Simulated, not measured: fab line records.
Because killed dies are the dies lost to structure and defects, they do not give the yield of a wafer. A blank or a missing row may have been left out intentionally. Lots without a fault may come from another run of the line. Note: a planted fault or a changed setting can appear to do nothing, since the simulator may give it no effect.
Commonality check across tools | flow gf180mcu | 12 lots, 36 wafers sampled

== WHY THIS WAS OPENED ==
At GF_V4_THK_MEAS_01 the reading V4_CVD_00_THK is flagged on 3 of 12 lots. Wafers without a fault read 597 nm, standard deviation 7.5.
Rule: a lot is flagged when every wafer of it that has a number lies more than 4 standard deviations from that mean, or none has a number. All remaining lots are regarded as sound.

lot  | measured     | on            | V4_CVD_00_THK (nm), wafer by wafer | flag
L558 | day 24 05:35 | film-metro-01 | 1187 1193 1189                     | FLAGGED
L564 | day 26 06:53 | film-metro-01 | 1194 1202 1186                     | FLAGGED
L567 | day 27 02:09 | film-metro-02 | 1199 1202 1199                     | FLAGGED
L568 | day 27 11:15 | film-metro-01 | 599 587 591                        |
L571 | day 28 18:03 | film-metro-03 | 597 609 600                        |
L572 | day 28 20:05 | film-metro-02 | 608 608 594                        |
L573 | day 29 00:32 | film-metro-03 | 586 591 588                        |
L574 | day 29 09:17 | film-metro-03 | 588 589 580                        |
L576 | day 29 19:20 | film-metro-01 | 590 595 591                        |
L577 | day 30 07:44 | film-metro-03 | 594 598 591                        |
L578 | day 30 08:24 | film-metro-03 | 597 606 611                        |
L579 | day 30 11:32 | film-metro-03 | 602 586 596                        |
The numbers of the flagged lots are 1195 nm on average: +598 nm against the usual, or +80 standard deviations.

== TOOL THAT RAN EACH LOT ==
Before the reading, the record contains 4 process steps out of a 602-step route. Cell contents, in order: the tool; ch with the chambers the sampled wafers went through; the start.
lot  | flag    | GF_V2_ETCH_16                      | GF_V2_ETCH_17                                 | GF_M3_SPUTTER_03             | GF_V4_CVD_00
L558 | FLAGGED | rie-diel-03 ch 1,2, day 21 01:55   | rie-diel-03 ch 1,2, day 21 03:26 or earlier   | pvd-sputter-03, day 21 03:26 | hdpcvd-01 ch 0,2, day 24 05:16
L564 | FLAGGED | rie-diel-03 ch 1,3, day 23 07:10   | rie-diel-03 ch 1,3, day 23 08:41 or earlier   | pvd-sputter-03, day 23 08:41 | hdpcvd-01 ch 0,1, day 26 06:34
L567 | FLAGGED | rie-diel-02 ch 0,1,3, day 24 04:13 | rie-diel-02 ch 0,1,3, day 24 05:45 or earlier | pvd-sputter-01, day 24 05:45 | hdpcvd-01 ch 0,2, day 27 01:49
L568 |         | rie-diel-03 ch 0,2,3, day 24 14:58 | rie-diel-03 ch 0,2,3, day 24 16:29 or earlier | pvd-sputter-04, day 24 16:29 | hdpcvd-01 ch 0,1,2, day 27 11:11
L571 |         | rie-diel-03 ch 0,3, day 26 00:01   | rie-diel-03 ch 0,3, day 26 01:35 or earlier   | pvd-sputter-04, day 26 01:35 | hdpcvd-02 ch 0,1,2, day 28 17:58
L572 |         | rie-diel-02 ch 0,2,3, day 26 01:34 | rie-diel-02 ch 0,2,3, day 26 03:05 or earlier | pvd-sputter-03, day 26 03:05 | hdpcvd-02 ch 0,1,2, day 28 20:00
L573 |         | rie-diel-03 ch 0,3, day 26 07:10   | rie-diel-03 ch 0,3, day 26 08:44 or earlier   | pvd-sputter-04, day 26 08:44 | hdpcvd-01 ch 0,1, day 29 00:27
L574 |         | rie-diel-03 ch 0,1, day 26 17:04   | rie-diel-03 ch 0,1, day 26 18:37 or earlier   | pvd-sputter-03, day 26 18:37 | hdpcvd-01 ch 1,2, day 29 09:13
L576 |         | rie-diel-02 ch 0,1, day 27 04:16   | rie-diel-02 ch 0,1, day 27 05:47 or earlier   | pvd-sputter-04, day 27 05:47 | hdpcvd-01 ch 0,1,2, day 29 19:16
L577 |         | rie-diel-04 ch 0,2, day 27 16:19   | rie-diel-04 ch 0,2, day 27 17:56 or earlier   | pvd-sputter-03, day 27 17:56 | hdpcvd-01 ch 0,1, day 30 07:40
L578 |         | rie-diel-04 ch 0,1,2, day 27 17:55 | rie-diel-04 ch 0,1,2, day 27 19:26 or earlier | pvd-sputter-03, day 27 19:26 | hdpcvd-02 ch 0,1,2, day 30 08:20
L579 |         | rie-diel-02 ch 0,2,3, day 27 21:16 | rie-diel-02 ch 0,2,3, day 27 22:50 or earlier | pvd-sputter-03, day 27 22:50 | hdpcvd-02 ch 0,1, day 30 11:28
What these steps do:
- GF_V2_ETCH_16: etches BARC in N2/H2.
- GF_V2_ETCH_17: etches SiO2 in C4F8/O2/Ar, stops on TiN, target depth 630 nm.
- GF_M3_SPUTTER_03: material Ti, target thk 10 nm, time 6.7 s.
- GF_V4_CVD_00: deposits SiO2, target thk 600 nm, time 100 s.
- GF_V4_THK_MEAS_01

== FLAGGED AGAINST TOTAL, ONE TOOL AT A TIME (gauges that did the reading follow at the end) ==
step              | tool           | lots run | flagged | share of the flagged lots | sound lots run after its first flagged lot
GF_V2_ETCH_16     | rie-diel-02    | 4        | 1       | some                      | 3 (L572,L576,L579)
GF_V2_ETCH_16     | rie-diel-03    | 6        | 2       | some                      | 4 (L568,L571,L573,L574)
GF_V2_ETCH_16     | rie-diel-04    | 2        | 0       | none                      | -
GF_V2_ETCH_17     | rie-diel-02    | 4        | 1       | some                      | 3 (L572,L576,L579)
GF_V2_ETCH_17     | rie-diel-03    | 6        | 2       | some                      | 4 (L568,L571,L573,L574)
GF_V2_ETCH_17     | rie-diel-04    | 2        | 0       | none                      | -
GF_M3_SPUTTER_03  | pvd-sputter-01 | 1        | 1       | some                      | 0
GF_M3_SPUTTER_03  | pvd-sputter-03 | 7        | 2       | some                      | 5 (L572,L574,L577,L578,L579)
GF_M3_SPUTTER_03  | pvd-sputter-04 | 4        | 0       | none                      | -
GF_V4_CVD_00      | hdpcvd-01      | 8        | 3       | all                       | 5 (L568,L573,L574,L576,L577)
GF_V4_CVD_00      | hdpcvd-02      | 4        | 0       | none                      | -
GF_V4_THK_MEAS_01 | film-metro-01  | 4        | 2       | some                      | 2 (L568,L576)
GF_V4_THK_MEAS_01 | film-metro-02  | 2        | 1       | some                      | 1 (L572)
GF_V4_THK_MEAS_01 | film-metro-03  | 6        | 0       | none                      | -
With no start given for some of its lots, GF_V2_ETCH_17 uses the hours and lot order of GF_M3_SPUTTER_03.

== WHAT THE TABLE PERMITS ==
1 row of the table ran every flagged lot: hdpcvd-01 at GF_V4_CVD_00.
- hdpcvd-01 at GF_V4_CVD_00 ran 8 lots, 3 of them flagged. Lots that were sound ran on it after the first flagged one (L568, L573, L574, L576, L577); a persistent fault on the entire tool would not allow that.
None of the table's rows ran every flagged lot and, after the first, no sound lot.

== WHAT THE SIMULATOR PUT IN ==
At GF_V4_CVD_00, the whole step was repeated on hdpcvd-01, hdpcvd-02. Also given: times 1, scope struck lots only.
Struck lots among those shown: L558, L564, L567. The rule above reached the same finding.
